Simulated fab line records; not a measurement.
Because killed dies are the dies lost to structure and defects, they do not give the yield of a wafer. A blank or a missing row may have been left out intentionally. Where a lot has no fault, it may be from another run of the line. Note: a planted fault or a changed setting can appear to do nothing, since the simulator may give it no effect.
Which tool is to blame? / flow sky130 / Sampling: 11 lots, 33 wafers, 5 of 708 route steps

WHAT EACH GAUGE READ, for each wafer
The record holds no reading of a measuring or inspecting step that can be judged against a usual standard deviation.

WHICH TOOL RAN EACH LOT (tool, then ch and the chambers of the sampled wafers, then the start)
lot=L429; SKY_CAPM_STRIP_14=plasmaAsher-02 ch 0,1, day 37 16:54; SKY_METAL3_DESCUM_15=rieMetal-03 ch 0,1, day 38 19:25; SKY_VIA3_SOFTBAKE_08=lithoTrack-03 ch 0, day 39 10:00; SKY_VIA3_STRIP_16=plasmaAsher-01 ch 0,1, day 39 22:32; SKY_PAD_OPEN_PROBE_99=prober-02, day 46 01:20
lot=L432; SKY_CAPM_STRIP_14=plasmaAsher-02 ch 0,1, day 38 11:00; SKY_METAL3_DESCUM_15=rieMetal-04 ch 0,1, day 39 12:47; SKY_VIA3_SOFTBAKE_08=lithoTrack-04 ch 0, day 40 01:00; SKY_VIA3_STRIP_16=plasmaAsher-04 ch 0, day 40 14:46; SKY_PAD_OPEN_PROBE_99=prober-02, day 46 16:39
lot=L434; SKY_CAPM_STRIP_14=plasmaAsher-04 ch 0,1, day 39 17:01; SKY_METAL3_DESCUM_15=rieMetal-03 ch 0,1, day 40 17:45; SKY_VIA3_SOFTBAKE_08=lithoTrack-01 ch 0, day 41 07:00; SKY_VIA3_STRIP_16=plasmaAsher-04 ch 0,1, day 41 19:32; SKY_PAD_OPEN_PROBE_99=prober-01, day 47 17:22
lot=L436; SKY_CAPM_STRIP_14=plasmaAsher-02 ch 0,1, day 39 17:08; SKY_METAL3_DESCUM_15=rieMetal-03 ch 0,1, day 40 18:02; SKY_VIA3_SOFTBAKE_08=lithoTrack-01 ch 0, day 41 08:00; SKY_VIA3_STRIP_16=plasmaAsher-03 ch 0,1, day 41 19:53; SKY_PAD_OPEN_PROBE_99=prober-02, day 47 16:26
lot=L438; SKY_CAPM_STRIP_14=plasmaAsher-02 ch 0,1, day 40 07:38; SKY_METAL3_DESCUM_15=rieMetal-04 ch 0,1, day 41 08:10; SKY_VIA3_SOFTBAKE_08=lithoTrack-03 ch 0, day 41 21:00; SKY_VIA3_STRIP_16=plasmaAsher-01 ch 0,1, day 42 09:28; SKY_PAD_OPEN_PROBE_99=prober-02, day 48 00:24
lot=L440; SKY_CAPM_STRIP_14=plasmaAsher-03 ch 0,1, day 40 21:13; SKY_METAL3_DESCUM_15=rieMetal-01 ch 0,1, day 41 22:25; SKY_VIA3_SOFTBAKE_08=lithoTrack-03 ch 0, day 42 12:00; SKY_VIA3_STRIP_16=plasmaAsher-04 ch 0,1, day 42 23:05; SKY_PAD_OPEN_PROBE_99=prober-02, day 48 13:35
lot=L441; SKY_CAPM_STRIP_14=plasmaAsher-04 ch 0,1, day 41 04:18; SKY_METAL3_DESCUM_15=rieMetal-04 ch 0,1, day 42 04:46; SKY_VIA3_SOFTBAKE_08=lithoTrack-03 ch 0, day 42 18:00; SKY_VIA3_STRIP_16=plasmaAsher-01 ch 0,1, day 43 04:55; SKY_PAD_OPEN_PROBE_99=prober-01, day 48 17:02
lot=L443; SKY_CAPM_STRIP_14=plasmaAsher-04 ch 0,1, day 41 20:09; SKY_METAL3_DESCUM_15=rieMetal-03 ch 0, day 42 21:07; SKY_VIA3_SOFTBAKE_08=lithoTrack-04 ch 0, day 43 11:00; SKY_VIA3_STRIP_16=plasmaAsher-01 ch 0,1, day 43 22:16; SKY_PAD_OPEN_PROBE_99=prober-01, day 49 08:59
lot=L449; SKY_CAPM_STRIP_14=plasmaAsher-03 ch 0,1, day 43 10:56; SKY_METAL3_DESCUM_15=rieMetal-03 ch 0,1, day 44 09:41; SKY_VIA3_SOFTBAKE_08=lithoTrack-03 ch 0, day 44 21:00; SKY_VIA3_STRIP_16=plasmaAsher-03 ch 0,1, day 45 08:55; SKY_PAD_OPEN_PROBE_99=prober-02, day 50 09:16
lot=L451; SKY_CAPM_STRIP_14=plasmaAsher-04 ch 0,1, day 43 22:01; SKY_METAL3_DESCUM_15=rieMetal-03 ch 0,1, day 44 20:28; SKY_VIA3_SOFTBAKE_08=lithoTrack-04 ch 0, day 45 08:00; SKY_VIA3_STRIP_16=plasmaAsher-03 ch 0,1, day 45 19:52; SKY_PAD_OPEN_PROBE_99=prober-01, day 50 20:29
lot=L452; SKY_CAPM_STRIP_14=plasmaAsher-04 ch 0,1, day 44 02:32; SKY_METAL3_DESCUM_15=rieMetal-01 ch 0,1, day 45 00:10; SKY_VIA3_SOFTBAKE_08=lithoTrack-03 ch 0, day 45 14:00; SKY_VIA3_STRIP_16=plasmaAsher-01 ch 0,1, day 45 23:53; SKY_PAD_OPEN_PROBE_99=prober-02, day 51 00:32
- SKY_CAPM_STRIP_14: strips in O2/N2.
- SKY_METAL3_DESCUM_15: chemistry O2, time 8 s.
- SKY_VIA3_SOFTBAKE_08: time 90 s.
- SKY_VIA3_STRIP_16: strips in O2/N2.
- SKY_PAD_OPEN_PROBE_99

AS READ BY THE TOOLS THEMSELVES (means over the sampled wafers that have a number; for cases with no such wafer, the mark the record gives instead)
SKY_CAPM_STRIP_14.
lot=L429; tool=plasmaAsher-02; drypumpMotorCurrentA (A)=5.5; oesProductAu (a.u.)=0.709; stripTimeToEndpointS (s)=12.68
lot=L432; tool=plasmaAsher-02; drypumpMotorCurrentA (A)=5.4; oesProductAu (a.u.)=0.713; stripTimeToEndpointS (s)=12.58
lot=L434; tool=plasmaAsher-04; drypumpMotorCurrentA (A)=5.6; oesProductAu (a.u.)=0.707; stripTimeToEndpointS (s)=12.66
lot=L436; tool=plasmaAsher-02; drypumpMotorCurrentA (A)=5.5; oesProductAu (a.u.)=0.710; stripTimeToEndpointS (s)=12.63
lot=L438; tool=plasmaAsher-02; drypumpMotorCurrentA (A)=5.4; oesProductAu (a.u.)=0.714; stripTimeToEndpointS (s)=12.61
lot=L440; tool=plasmaAsher-03; drypumpMotorCurrentA (A)=5.6; oesProductAu (a.u.)=0.714; stripTimeToEndpointS (s)=12.61
lot=L441; tool=plasmaAsher-04; drypumpMotorCurrentA (A)=5.6; oesProductAu (a.u.)=0.712; stripTimeToEndpointS (s)=12.69
lot=L443; tool=plasmaAsher-04; drypumpMotorCurrentA (A)=5.6; oesProductAu (a.u.)=0.712; stripTimeToEndpointS (s)=12.65
lot=L449; tool=plasmaAsher-03; drypumpMotorCurrentA (A)=5.2; oesProductAu (a.u.)=0.708; stripTimeToEndpointS (s)=12.67
lot=L451; tool=plasmaAsher-04; drypumpMotorCurrentA (A)=5.6; oesProductAu (a.u.)=0.714; stripTimeToEndpointS (s)=12.61
lot=L452; tool=plasmaAsher-04; drypumpMotorCurrentA (A)=5.6; oesProductAu (a.u.)=0.707; stripTimeToEndpointS (s)=12.66

SKY_METAL3_DESCUM_15.
lot=L429; tool=rieMetal-03; drypumpMotorCurrentA (A)=5.3; heBacksideLeakSccm (sccm)=3.41; oesProductAu (a.u.)=0.993
lot=L432; tool=rieMetal-04; drypumpMotorCurrentA (A)=5.9; heBacksideLeakSccm (sccm)=3.27; oesProductAu (a.u.)=1.001
lot=L434; tool=rieMetal-03; drypumpMotorCurrentA (A)=5.6; heBacksideLeakSccm (sccm)=3.25; oesProductAu (a.u.)=0.998
lot=L436; tool=rieMetal-03; drypumpMotorCurrentA (A)=5.6; heBacksideLeakSccm (sccm)=3.36; oesProductAu (a.u.)=0.995
lot=L438; tool=rieMetal-04; drypumpMotorCurrentA (A)=5.8; heBacksideLeakSccm (sccm)=3.29; oesProductAu (a.u.)=0.999
lot=L440; tool=rieMetal-01; drypumpMotorCurrentA (A)=5.5; heBacksideLeakSccm (sccm)=3.50; oesProductAu (a.u.)=1.003
lot=L441; tool=rieMetal-04; drypumpMotorCurrentA (A)=5.3; heBacksideLeakSccm (sccm)=3.41; oesProductAu (a.u.)=0.993
lot=L443; tool=rieMetal-03; drypumpMotorCurrentA (A)=5.8; heBacksideLeakSccm (sccm)=3.25; oesProductAu (a.u.)=0.997
lot=L449; tool=rieMetal-03; drypumpMotorCurrentA (A)=5.3; heBacksideLeakSccm (sccm)=3.37; oesProductAu (a.u.)=0.994
lot=L451; tool=rieMetal-03; drypumpMotorCurrentA (A)=5.3; heBacksideLeakSccm (sccm)=3.32; oesProductAu (a.u.)=1.001
lot=L452; tool=rieMetal-01; drypumpMotorCurrentA (A)=5.8; heBacksideLeakSccm (sccm)=3.53; oesProductAu (a.u.)=1.007

SKY_VIA3_SOFTBAKE_08.
lot=L429; tool=lithoTrack-03; heaterPowerTotalW (W)=56.44; runLengthS (s)=119.19
lot=L432; tool=lithoTrack-04; heaterPowerTotalW (W)=56.42; runLengthS (s)=119.46
lot=L434; tool=lithoTrack-01; heaterPowerTotalW (W)=56.33; runLengthS (s)=119.00
lot=L436; tool=lithoTrack-01; heaterPowerTotalW (W)=56.43; runLengthS (s)=119.10
lot=L438; tool=lithoTrack-03; heaterPowerTotalW (W)=56.38; runLengthS (s)=119.23
lot=L440; tool=lithoTrack-03; heaterPowerTotalW (W)=56.33; runLengthS (s)=119.31
lot=L441; tool=lithoTrack-03; heaterPowerTotalW (W)=56.36; runLengthS (s)=119.24
lot=L443; tool=lithoTrack-04; heaterPowerTotalW (W)=56.48; runLengthS (s)=119.52
lot=L449; tool=lithoTrack-03; heaterPowerTotalW (W)=60.35; runLengthS (s)=102.06
lot=L451; tool=lithoTrack-04; heaterPowerTotalW (W)=56.42; runLengthS (s)=119.50
lot=L452; tool=lithoTrack-03; heaterPowerTotalW (W)=60.39; runLengthS (s)=101.99

SKY_VIA3_STRIP_16.
lot=L429; tool=plasmaAsher-01; drypumpMotorCurrentA (A)=6.3; oesProductAu (a.u.)=0.403; stripTimeToEndpointS (s)=4.135
lot=L432; tool=plasmaAsher-04; drypumpMotorCurrentA (A)=6.0; oesProductAu (a.u.)=0.403; stripTimeToEndpointS (s)=4.150
lot=L434; tool=plasmaAsher-04; drypumpMotorCurrentA (A)=5.6; oesProductAu (a.u.)=0.401; stripTimeToEndpointS (s)=4.148
lot=L436; tool=plasmaAsher-03; drypumpMotorCurrentA (A)=5.2; oesProductAu (a.u.)=0.403; stripTimeToEndpointS (s)=4.116
lot=L438; tool=plasmaAsher-01; drypumpMotorCurrentA (A)=6.2; oesProductAu (a.u.)=0.401; stripTimeToEndpointS (s)=4.139
lot=L440; tool=plasmaAsher-04; drypumpMotorCurrentA (A)=5.3; oesProductAu (a.u.)=0.401; stripTimeToEndpointS (s)=4.133
lot=L441; tool=plasmaAsher-01; drypumpMotorCurrentA (A)=6.4; oesProductAu (a.u.)=0.406; stripTimeToEndpointS (s)=4.112
lot=L443; tool=plasmaAsher-01; drypumpMotorCurrentA (A)=6.4; oesProductAu (a.u.)=0.399; stripTimeToEndpointS (s)=4.124
lot=L449; tool=plasmaAsher-03; drypumpMotorCurrentA (A)=5.6; oesProductAu (a.u.)=0.404; stripTimeToEndpointS (s)=4.152
lot=L451; tool=plasmaAsher-03; drypumpMotorCurrentA (A)=5.2; oesProductAu (a.u.)=0.403; stripTimeToEndpointS (s)=4.114
lot=L452; tool=plasmaAsher-01; drypumpMotorCurrentA (A)=6.2; oesProductAu (a.u.)=0.401; stripTimeToEndpointS (s)=4.130

SKY_PAD_OPEN_PROBE_99.
lot=L429; tool=prober-02; defectLimitedYield (%)=81.4; killed_at_M0_to_M3=46; killed_at_M4_up=2.7; killedAtContacts=23; killedAtFrontEnd=19; killedAtOther=1.0; killedDies=92; killedOpen=49; killedShort=42; sort_bin_3_pad_short (%)=1.1; sort_bin_5_function (%)=11.5; sort_bin_6_memory (%)=6.0; sortNPass=400; sortYieldPct (%)=81.4
lot=L432; tool=prober-02; defectLimitedYield (%)=81.6; killed_at_M0_to_M3=47; killed_at_M4_up=4.3; killedAtContacts=24; killedAtFrontEnd=15; killedAtOther=0.0; killedDies=91; killedOpen=49; killedShort=42; sort_bin_3_pad_short (%)=0.8; sort_bin_5_function (%)=11.2; sort_bin_6_memory (%)=6.4; sortNPass=401; sortYieldPct (%)=81.6
lot=L434; tool=prober-01; defectLimitedYield (%)=82.2; killed_at_M0_to_M3=43; killed_at_M4_up=3.7; killedAtContacts=26; killedAtFrontEnd=14; killedAtOther=0.0; killedDies=87; killedOpen=49; killedShort=38; sort_bin_3_pad_short (%)=0.7; sort_bin_5_function (%)=10.8; sort_bin_6_memory (%)=6.2; sortNPass=405; sortYieldPct (%)=82.2
lot=L436; tool=prober-02; defectLimitedYield (%)=82.6; killed_at_M0_to_M3=39; killed_at_M4_up=2.0; killedAtContacts=29; killedAtFrontEnd=15; killedAtOther=0.3; killedDies=86; killedOpen=45; killedShort=41; sort_bin_3_pad_short (%)=1.0; sort_bin_5_function (%)=9.7; sort_bin_6_memory (%)=6.7; sortNPass=406; sortYieldPct (%)=82.6
lot=L438; tool=prober-02; defectLimitedYield (%)=84.0; killed_at_M0_to_M3=47; killed_at_M4_up=1.7; killedAtContacts=18; killedAtFrontEnd=12; killedAtOther=0.0; killedDies=79; killedOpen=45; killedShort=34; sort_bin_3_pad_short (%)=0.5; sort_bin_5_function (%)=8.9; sort_bin_6_memory (%)=6.6; sortNPass=413; sortYieldPct (%)=84.0
lot=L440; tool=prober-02; defectLimitedYield (%)=82.0; killed_at_M0_to_M3=46; killed_at_M4_up=1.7; killedAtContacts=25; killedAtFrontEnd=15; killedAtOther=0.0; killedDies=88; killedOpen=48; killedShort=41; sort_bin_3_pad_short (%)=0.7; sort_bin_5_function (%)=10.2; sort_bin_6_memory (%)=7.0; sortNPass=404; sortYieldPct (%)=82.0
lot=L441; tool=prober-01; defectLimitedYield (%)=84.5; killed_at_M0_to_M3=38; killed_at_M4_up=4.3; killedAtContacts=23; killedAtFrontEnd=10; killedAtOther=0.3; killedDies=76; killedOpen=39; killedShort=37; sort_bin_3_pad_short (%)=0.7; sort_bin_5_function (%)=9.4; sort_bin_6_memory (%)=5.4; sortNPass=416; sortYieldPct (%)=84.5
lot=L443; tool=prober-01; defectLimitedYield (%)=83.9; killed_at_M0_to_M3=39; killed_at_M4_up=3.7; killedAtContacts=24; killedAtFrontEnd=12; killedAtOther=0.3; killedDies=79; killedOpen=36; killedShort=43; sort_bin_3_pad_short (%)=1.1; sort_bin_5_function (%)=9.6; sort_bin_6_memory (%)=5.4; sortNPass=413; sortYieldPct (%)=83.9
lot=L449; tool=prober-02; defectLimitedYield (%)=83.2; killed_at_M0_to_M3=43; killed_at_M4_up=3.3; killedAtContacts=26; killedAtFrontEnd=11; killedAtOther=0.0; killedDies=83; killedOpen=50; killedShort=33; sort_bin_3_pad_short (%)=0.7; sort_bin_5_function (%)=9.4; sort_bin_6_memory (%)=6.6; sortNPass=409; sortYieldPct (%)=83.2
lot=L451; tool=prober-01; defectLimitedYield (%)=83.2; killed_at_M0_to_M3=41; killed_at_M4_up=3.7; killedAtContacts=21; killedAtFrontEnd=17; killedAtOther=0.0; killedDies=83; killedOpen=43; killedShort=39; sort_bin_3_pad_short (%)=0.6; sort_bin_5_function (%)=10.5; sort_bin_6_memory (%)=5.8; sortNPass=409; sortYieldPct (%)=83.2
lot=L452; tool=prober-02; defectLimitedYield (%)=80.2; killed_at_M0_to_M3=54; killed_at_M4_up=2.7; killedAtContacts=26; killedAtFrontEnd=15; killedAtOther=0.0; killedDies=97; killedOpen=57; killedShort=40; sort_bin_3_pad_short (%)=1.1; sort_bin_5_function (%)=11.0; sort_bin_6_memory (%)=7.7; sortNPass=395; sortYieldPct (%)=80.2

THE ANSWER, worked out from the rows above alone
Rule: usual is defined by the lots themselves. The widest of any qualifying gaps counts: lots, ordered by their means at a reading, are off when they make up no more than a third of the lots, leave a main group of 4 or more, and stand apart from it by 3 or more times the standard deviation of that group's means. If all means in a main group match to the digits the tables above print for the reading, that group is not used. Also off: a lot with no number at a reading for which 4 or more lots have one. The other lots that the step has rows for count as sound. The gauges are gone through in route order, then the tools' own readings, and for those a lot's mean is taken as printed above. The first step at which some lot is off is used, and at that step the reading that is off furthest; a lot without a number counts as furthest.
Off, at SKY_VIA3_SOFTBAKE_08 on runLengthS: L449, L452. For the main group the mean is 119.28 s and the standard deviation 0.17.
If a tool, at that step or one of the process steps before it, ran each lot that is off and ran no sound lot following the first of them, it fits. One fits: lithoTrack-03 at SKY_VIA3_SOFTBAKE_08. Its last sound lot is L441 (day 42 18:00), its first lot that is off L449 (day 44 21:00): a fault that began between those two fits.
The tool's own readings at SKY_VIA3_SOFTBAKE_08 bear it out: on the lots that are off they differ by more than 5 times the standard deviation of the sound lots' means. heaterPowerTotalW reads 60.37 W there against 56.40 W on the sound lots; runLengthS reads 102.03 s there against 119.28 s on the sound lots.

WHAT WAS PUT IN BY THE SIMULATOR
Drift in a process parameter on lithoTrack-03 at SKY_VIA3_SOFTBAKE_08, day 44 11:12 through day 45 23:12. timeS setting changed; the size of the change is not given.
Struck lots among those shown: L449, L452. The same result came from the rule above.
